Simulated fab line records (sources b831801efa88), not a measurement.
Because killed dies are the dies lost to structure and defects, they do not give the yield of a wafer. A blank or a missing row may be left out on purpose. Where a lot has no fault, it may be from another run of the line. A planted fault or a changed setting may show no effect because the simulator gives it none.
fab line records ; flow sky130
record lots=6; wafers=18; lastDay=50
route steps=708 shown POLY_GATE@219 PAD_OPEN@708
lots that met no fault: taken from a fault-free run of the same line
startH: hours from the record's first day to the start of the lot's first wafer shown ; waitH: hours from the lot's prior step to this one ; " repeats the value in the row above ; L1.1+2: several wafers, shown together as one row ; - either no value or no given start ; * or withheld: withheld ; < > ~ a bound
route shown NAME@n: NAME is a module with steps in the file, n the number in the route of the first one ; usual: the fault-free wafers' mean and standard deviation ; same: alike in all rows ; chamber/n: place in a boat ; sites: the reading at each site ; _std_site: their standard deviation ; _edge_site: the outer-site mean with the inner-site mean subtracted ; radiusMm: how far each site lies from the wafer's centre ; mask NAME#n: copy n ; behind: the last tool/chamber to shape the wafer ; hold: reason for holding the lot/hours on hold/outcome of the hold ; device: names the non-switching transistor (n, p or np) ; end of line: at the end of the route, the tests of the same wafers ; a step with no rows: only its recipe ; killed: count of dies lost to structure and defects at first sort (not the wafer's yield) ; map: a wafer's dies, marking killed ones x, the rest . and places with no die _
set.NAME: the run value of the setting; set.NAME@STEP: its run value at that earlier step ; model.NAME: the simulator's own value behind a step, which no gauge read
a table for each step, a row for each wafer; lots at some steps of the route
services: when a tool's chamber went out of use (startH, in hours from the record's first day, below 0 if earlier), for how many hours, and the reason
## steps
# step SKY_POLY_GATE_DEHYDRATE_05
# recipe tempC=200; timeS=60
# step SKY_POLY_GATE_HMDS_06
# recipe primeTimeS=60; primeTempC=120
# step SKY_POLY_GATE_COAT_07
# recipe resist=BARC; tempC=withheld; timeS=withheld; spinRpm=3000; resistThkNm=110
# step SKY_POLY_GATE_COAT_08
# recipe resist=KrF-thick; spinRpm=3000; resistThkNm=450
# step SKY_POLY_GATE_SOFTBAKE_09
# recipe tempC=100; timeS=90; resist=KrF-thick
# step SKY_POLY_GATE_EXPOSE_10
# recipe maskId=P1M; na=0.68; sourceShape=conventional; sigmaOuter=0.6; targetCdNm=150; doseMj=28
# step SKY_POLY_GATE_PEB_11
# recipe pebTempC=withheld; pebTimeS=withheld; resist=KrF-thick
# step SKY_POLY_GATE_DEVELOP_12
# recipe developTimeS=60; resist=KrF-thick; devTempC=21
# step SKY_POLY_GATE_CD_MEAS_13
# recipe targetCdNm=150
# usual cdNm=149.5/1.1
lot.wafer;tool;chamber;startH;waitH;cdNm
L438.1;cdSem-01;-;374.64;-;149.7
L438.4;cdSem-01;-;374.64;-;148.4
L438.5;cdSem-01;-;374.64;-;149.0
L439.2;cdSem-02;-;384.97;-;149.5
L439.4;cdSem-02;-;384.97;-;150.4
L439.5;cdSem-02;-;384.97;-;150.5
L450.2;cdSem-02;-;486.01;-;150.1
L450.4;cdSem-02;-;486.01;-;151.4
L450.5;cdSem-02;-;486.01;-;150.8
L451.1;cdSem-01;-;500.82;-;148.6
L451.3;cdSem-01;-;500.82;-;148.1
L451.6;cdSem-01;-;500.82;-;148.6
L456.3;cdSem-02;-;538.49;-;149.2
L456.4;cdSem-02;-;538.49;-;150.3
L456.5;cdSem-02;-;538.49;-;150.0
L459.2;cdSem-02;-;567.16;-;146.8
L459.4;cdSem-02;-;567.16;-;148.5
L459.5;cdSem-02;-;567.16;-;148.4
# step SKY_POLY_GATE_OVL_MEAS_14
# usual POLY_GATE_OVL=3/5.1
lot.wafer;tool;chamber;startH;waitH;POLY_GATE_OVL[nm]
L438.1;overlay-02;-;374.76;0.1;7
L438.4;overlay-02;-;374.76;0.1;8
L438.5;overlay-02;-;374.76;0.1;-1
L439.2;overlay-01;-;385.08;0.1;-9
L439.4;overlay-01;-;385.08;0.1;-4
L439.5;overlay-01;-;385.08;0.1;-6
L450.2;overlay-02;-;486.12;0.1;-1
L450.4;overlay-02;-;486.12;0.1;0
L450.5;overlay-02;-;486.12;0.1;3
L451.1;overlay-02;-;500.94;0.1;-2
L451.3;overlay-02;-;500.94;0.1;-2
L451.6;overlay-02;-;500.94;0.1;-10
L456.3;overlay-02;-;538.58;0.1;-4
L456.4;overlay-02;-;538.58;0.1;0
L456.5;overlay-02;-;538.58;0.1;3
L459.2;overlay-01;-;567.27;0.1;-3
L459.4;overlay-01;-;567.27;0.1;-4
L459.5;overlay-01;-;567.27;0.1;5
# step SKY_POLY_GATE_ETCH_15
# recipe chemistry=N2/H2; target=BARC; ionEnergyEv=200; sourceW=500; biasW=100; pressureMtorr=30; n2FlowSccm=100; h2FlowSccm=200; stopOn=SiO2; timeS=118.5; targetDepthA=1100
# usual chamberPressureMTorr=30.001/0.025; drypumpMotorCurrentA=5.8/0.46; oesProductAu=0.716/0.0044; runLengthS=147.0/0.46; throttleValvePct=13.214/0.0094
lot.wafer;tool;chamber;startH;waitH;chamberPressureMTorr;drypumpMotorCurrentA;oesProductAu;rfHoursCounterH;runLengthS;throttleValvePct
L438.1;rieDiel-01;1;374.80;0.0;29.990;6.2;0.720;3;146.9;13.195
L438.4;rieDiel-01;2;374.80;0.0;29.982;5.8;0.721;3;147.1;13.207
L438.5;rieDiel-01;3;374.80;0.0;30.004;5.1;0.719;-;145.9;13.210
L439.2;rieDiel-04;0;385.11;0.0;30.057;5.3;0.714;104;146.3;13.189
L439.4;rieDiel-04;2;385.11;0.0;29.994;5.6;0.711;1;147.1;13.203
L439.5;rieDiel-04;0;385.11;0.0;29.990;5.3;0.715;-;146.2;13.213
L450.2;rieDiel-03;0;486.15;0.0;29.992;5.7;0.716;30;147.4;13.206
L450.4;rieDiel-03;1;486.15;0.0;29.972;6.6;0.717;10;147.1;13.215
L450.5;rieDiel-03;2;486.15;0.0;29.993;6.2;0.723;-;147.0;13.206
L451.1;rieDiel-01;2;500.97;0.0;29.987;5.8;0.714;6;148.1;13.214
L451.3;rieDiel-01;3;500.97;0.0;30.047;5.1;0.719;73;146.1;13.221
L451.6;rieDiel-01;3;500.97;0.0;29.981;5.1;0.712;-;146.0;13.225
L456.3;rieDiel-03;0;538.60;0.0;29.989;5.8;0.719;31;147.2;13.213
L456.4;rieDiel-03;3;538.60;0.0;29.972;5.3;0.718;-;146.4;13.212
L456.5;rieDiel-03;2;538.60;0.0;29.964;6.2;0.714;-;147.3;13.210
L459.2;rieDiel-03;1;567.30;0.0;29.986;6.6;0.722;11;147.0;13.199
L459.4;rieDiel-03;3;567.30;0.0;30.015;5.3;0.718;-;146.3;13.219
L459.5;rieDiel-03;0;567.30;0.0;30.065;5.8;0.714;-;147.2;13.215
# step SKY_POLY_GATE_ETCH_16
# recipe stopOn=poly-Si; chemistry=CH3F/O2; target=Si3N4; sourceW=400; biasW=80; pressureMtorr=25; ch3fFlowSccm=40; O2_flow_sccm=30; timeS=147.5; targetDepthA=750
# usual chamberPressureMTorr=24.999/0.023; drypumpMotorCurrentA=5.8/0.45; oesProductAu=0.640/0.005; runLengthS=176.0/0.46; throttleValvePct=10.536/0.0084
lot.wafer;tool;chamber;startH;waitH;chamberPressureMTorr;drypumpMotorCurrentA;oesProductAu;rfHoursCounterH;runLengthS;throttleValvePct
L438.1;rieDiel-01;1;374.88;0.0;24.992;6.1;0.637;3;176.3;10.548
L438.4;rieDiel-01;2;374.88;0.0;24.958;5.8;0.634;3;176.3;10.537
L438.5;rieDiel-01;3;374.88;0.0;25.017;5.0;0.637;-;174.9;10.554
L439.2;rieDiel-04;0;385.19;0.0;25.006;5.3;0.641;104;175.5;10.530
L439.4;rieDiel-04;2;385.19;0.0;24.968;5.6;0.647;1;176.2;10.523
L439.5;rieDiel-04;0;385.19;0.0;24.953;5.3;0.650;-;175.0;10.524
L450.2;rieDiel-03;0;486.23;0.0;24.992;5.7;0.638;30;176.2;10.541
L450.4;rieDiel-03;1;486.23;0.0;25.028;6.6;0.634;10;176.3;10.537
L450.5;rieDiel-03;2;486.23;0.0;24.991;6.2;0.640;-;176.1;10.526
L451.1;rieDiel-01;2;501.06;0.0;24.980;5.8;0.645;6;176.3;10.533
L451.3;rieDiel-01;3;501.06;0.0;25.066;5.0;0.644;74;175.0;10.544
L451.6;rieDiel-01;3;501.06;0.0;25.025;5.0;0.633;-;175.7;10.539
L456.3;rieDiel-03;0;538.69;0.0;24.951;5.7;0.636;31;176.7;10.528
L456.4;rieDiel-03;3;538.69;0.0;24.993;5.3;0.638;-;175.3;10.531
L456.5;rieDiel-03;2;538.69;0.0;24.978;6.2;0.634;-;176.2;10.523
L459.2;rieDiel-03;1;567.38;0.0;24.959;6.6;0.644;11;176.0;10.531
L459.4;rieDiel-03;3;567.38;0.0;24.997;5.2;0.639;-;175.6;10.546
L459.5;rieDiel-03;0;567.38;0.0;25.008;5.7;0.649;-;176.2;10.526
# step SKY_POLY_GATE_ETCH_17
# recipe targetDepthNm=180; stopOn=SiO2; overEtchFrac=0.56667; chemistry=HBr/Cl2; target=poly-Si; icpW=400; biasW=100; pressureMtorr=10; HBr_flow_sccm=150; Cl2_flow_sccm=50; timeS=70.5
# usual HBr_flow_sccm=150.0/0.43; chamberPressureMTorr=10.001/0.0087; drypumpMotorCurrentA=5.7/0.45; oesProductAu=0.985/0.0091; runLengthS=98.8/0.59; throttleValvePct=33.684/0.0083
lot.wafer;tool;chamber;startH;waitH;HBr_flow_sccm;chamberPressureMTorr;drypumpMotorCurrentA;oesProductAu;rfHoursCounterH;runLengthS;throttleValvePct;model.POLY_GATE.featureDepthNm;model.etch.depthNm
L438.1;rieSi-01;2;374.98;0.0;149.7;9.982;5.9;0.987;6;98.2;33.687;178.6;178.6
L438.4;rieSi-01;1;374.98;0.0;149.4;9.996;5.9;0.982;-;99.3;33.688;176.8;176.8
L438.5;rieSi-01;2;374.98;0.0;151.1;9.985;5.9;0.988;-;98.1;33.679;178.9;178.9
L439.2;rieSi-02;1;385.29;0.0;149.9;9.996;6.1;0.968;2;99.6;33.686;176.7;176.7
L439.4;rieSi-02;0;385.29;0.0;150.9;9.997;5.0;0.981;46;98.9;33.696;177.9;177.9
L439.5;rieSi-02;0;385.29;0.0;150.2;10.016;5.1;0.995;-;98.4;33.693;180.7;180.7
L450.2;rieSi-02;0;486.33;0.0;149.4;9.992;5.0;1.014;47;93.2;33.678;168.1;168.1
L450.4;rieSi-02;2;486.33;0.0;149.7;10.004;5.7;1.000;4;93.4;33.669;164.4;164.4
L450.5;rieSi-02;0;486.33;0.0;149.3;9.988;5.0;1.010;-;93.8;33.694;169.4;169.4
L451.1;rieSi-02;3;501.16;0.0;150.3;9.990;6.0;1.012;7;92.1;33.680;168.4;168.4
L451.3;rieSi-02;1;501.16;0.0;150.3;9.998;6.0;0.972;2;93.7;33.685;161.1;161.1
L451.6;rieSi-02;2;501.16;0.0;150.0;10.003;5.7;1.003;-;93.5;33.681;167.7;167.7
L456.3;rieSi-01;1;538.79;0.0;149.6;9.973;5.9;0.968;2;98.8;33.676;173.9;173.9
L456.4;rieSi-01;3;538.79;0.0;150.2;10.001;4.8;0.988;3;98.8;33.689;176.1;176.1
L456.5;rieSi-01;1;538.79;0.0;149.9;9.993;5.9;0.974;-;98.9;33.687;174;174
L459.2;rieSi-01;0;567.48;0.0;150.2;10.023;6.1;1.001;8;98.8;33.679;180;180
L459.4;rieSi-01;3;567.48;0.0;150.4;10.005;4.8;0.989;3;98.8;33.698;178.8;178.8
L459.5;rieSi-01;0;567.48;0.0;149.4;10.005;6.1;0.992;-;99.6;33.691;179.6;179.6
# step SKY_POLY_GATE_STRIP_18
# recipe chemistry=O2/N2; powerW=1400; pressureMtorr=1500; platenTempC=withheld; o2FlowSccm=3000; n2FlowSccm=300; overashFraction=0.5
# usual chamberPressureMTorr=1499.7/1.5; drypumpMotorCurrentA=5.6/0.46; oesProductAu=0.361/0.0054; stripTimeToEndpointS=3.17/0.062
# same overashFraction=0.5
lot.wafer;tool;chamber;startH;waitH;chamberPressureMTorr;drypumpMotorCurrentA;oesProductAu;rfHoursCounterH;stripTimeToEndpointS
L438.1;plasmaAsher-04;0;375.03;0.0;1497.6;6.1;0.358;56;3.15
L438.4;plasmaAsher-04;1;375.03;0.0;1500.9;4.9;0.365;-;3.27
L438.5;plasmaAsher-04;0;375.03;0.0;1498.9;6.1;0.369;-;3.27
L439.2;plasmaAsher-01;0;385.34;0.0;1500.0;6.0;0.363;27;3.16
L439.4;plasmaAsher-01;0;385.34;0.0;1500.3;6.0;0.358;-;3.13
L439.5;plasmaAsher-01;0;385.34;0.0;1498.3;6.0;0.355;-;3.11
L450.2;plasmaAsher-01;0;486.38;0.0;1499.0;6.0;0.367;35;3.34
L450.4;plasmaAsher-01;0;486.38;0.0;1498.6;6.0;0.366;-;3.27
L450.5;plasmaAsher-01;1;486.38;0.0;1498.0;5.5;0.361;-;3.20
L451.1;plasmaAsher-01;1;501.21;0.0;1499.9;5.5;0.364;36;3.27
L451.3;plasmaAsher-01;0;501.21;0.0;1500.0;6.0;0.369;-;3.35
L451.6;plasmaAsher-01;0;501.21;0.0;1498.5;6.0;0.367;-;3.29
L456.3;plasmaAsher-01;1;538.87;0.1;1497.9;5.4;0.364;-;3.32
L456.4;plasmaAsher-01;0;538.87;0.1;1501.6;5.9;0.366;-;3.14
L456.5;plasmaAsher-01;1;538.87;0.1;1499.7;5.5;0.361;-;3.20
L459.2;plasmaAsher-02;0;567.53;0.0;1500.1;5.1;0.362;88;3.11
L459.4;plasmaAsher-02;1;567.53;0.0;1499.4;6.1;0.368;-;3.15
L459.5;plasmaAsher-02;1;567.53;0.0;1498.8;6.2;0.363;-;3.23
# step SKY_PAD_OPEN_PROBE_99
# usual killed_at_M0_to_M3=46/6.7; killed_at_M4_up=3.3/2; killedAtContacts=24/5.4; killedAtFrontEnd=15/4.3; killedAtOther=0.4/0.64; killedDies=89/9.1; killedOpen=48/7.2; killedShort=40/6.3
# same grossDies=492; killedAtBackSide=0
lot.wafer;tool;chamber;startH;waitH;killed_at_M0_to_M3;killed_at_M4_up;killedAtContacts;killedAtFrontEnd;killedAtOther;killedDies;killedOpen;killedShort
L438.1;prober-01;-;1086.23;0.1;44;8;23;14;0;89;40;49
L438.4;prober-01;-;1086.38;0.2;51;4;20;15;1;91;52;39
L438.5;prober-01;-;1086.43;0.2;44;3;34;13;0;94;59;35
# killed by level:class
L438.1 CONTACT:geometricParticle:open=9 METAL1:geometricParticle:short=9 VIA3:geometricParticle:open=8 VIA1:geometricParticle:open=7 METAL4:geometricParticle:short=7 LI_CONTACT:geometricParticle:open=6 POLY_GATE:geometricParticle:short=5 VIA2:geometricParticle:open=5
L438.4 VIA1:geometricParticle:open=11 LI_CONTACT:geometricParticle:open=9 VIA2:geometricParticle:open=9 METAL2:geometricParticle:short=8 CONTACT:geometricParticle:open=6 VIA3:geometricParticle:open=6 FIELD_ISO:geometricParticle:open=5 VIA2:geometricParticle:short=5
L438.5 CONTACT:geometricParticle:open=17 VIA1:geometricParticle:open=9 LI_CONTACT:geometricParticle:open=7 VIA2:geometricParticle:open=7 VIA3:geometricParticle:open=7 VIA2:geometricParticle:short=5 CONTACT:geometricParticle:short=5 POLY_GATE:geometricParticle:short=4
## services
tool;chamber;startH;hours;kind
rieDiel-04;1;357.00;1.3;repair
rieDiel-03;-;370.10;15.6;pm
rieSi-01;3;371.57;8.9;repair
plasmaAsher-01;-;394.69;12.0;repair
rieSi-02;3;411.70;1.3;repair
rieSi-01;3;413.95;1.9;repair
rieDiel-01;3;419.32;35.4;repair
rieSi-01;3;426.04;33.0;repair
rieSi-01;-;468.02;0.3;repair
rieDiel-01;2;484.74;2.4;repair
rieDiel-01;3;492.05;1.2;repair
rieSi-01;3;502.82;3.3;repair
rieSi-01;-;507.90;0.8;repair
rieDiel-01;2;521.37;7.7;repair
rieDiel-01;3;523.99;5.7;repair
rieDiel-03;1;535.73;5.6;repair
rieSi-02;1;535.97;2.2;repair
plasmaAsher-01;-;536.01;1.9;repair
rieSi-01;0;543.51;5.5;repair
rieDiel-03;3;554.60;1.8;repair
rieDiel-03;1;558.07;2.2;repair
rieDiel-01;1;560.80;3.6;repair
rieDiel-03;2;562.84;9.5;repair
rieSi-02;-;566.09;2.8;pm
## key
firstSign step=SKY_POLY_GATE_ETCH_17; reading=runLengthS; direction=down; sigmas=9.4; usual=*; struck=*
effect step=SKY_POLY_GATE_ETCH_17; reading=oesProductAu; direction=up; sigmas=1.9; usual=0.985; struck=1.002; wafersMoved=3
modelEffect step=SKY_POLY_GATE_ETCH_17; value=POLY_GATE.featureDepthNm; without=178.4; struck=166.5
metAt SKY_POLY_GATE_ETCH_17
struckWafers L450.2,L450.4,L450.5,L451.1,L451.3,L451.6
testerLeftOut L450,L451
onsetBetween 385.29 486.33
fault kind=processParameterDrift; tool=rieSi-02; chamber=-; onsetH=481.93; steps=SKY_POLY_GATE_ETCH_17; channel=timeS; offset=*; shape=step; endH=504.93; actsIn=*; stated=*
# testerLeftOut: of these lots the tester's yield and bins aren't shown, on N5 and GAA mostly nor the transistor test; their killed dies are dies lost to structure and defects alone, not to doping, threshold or leakage, so they don't give the yield
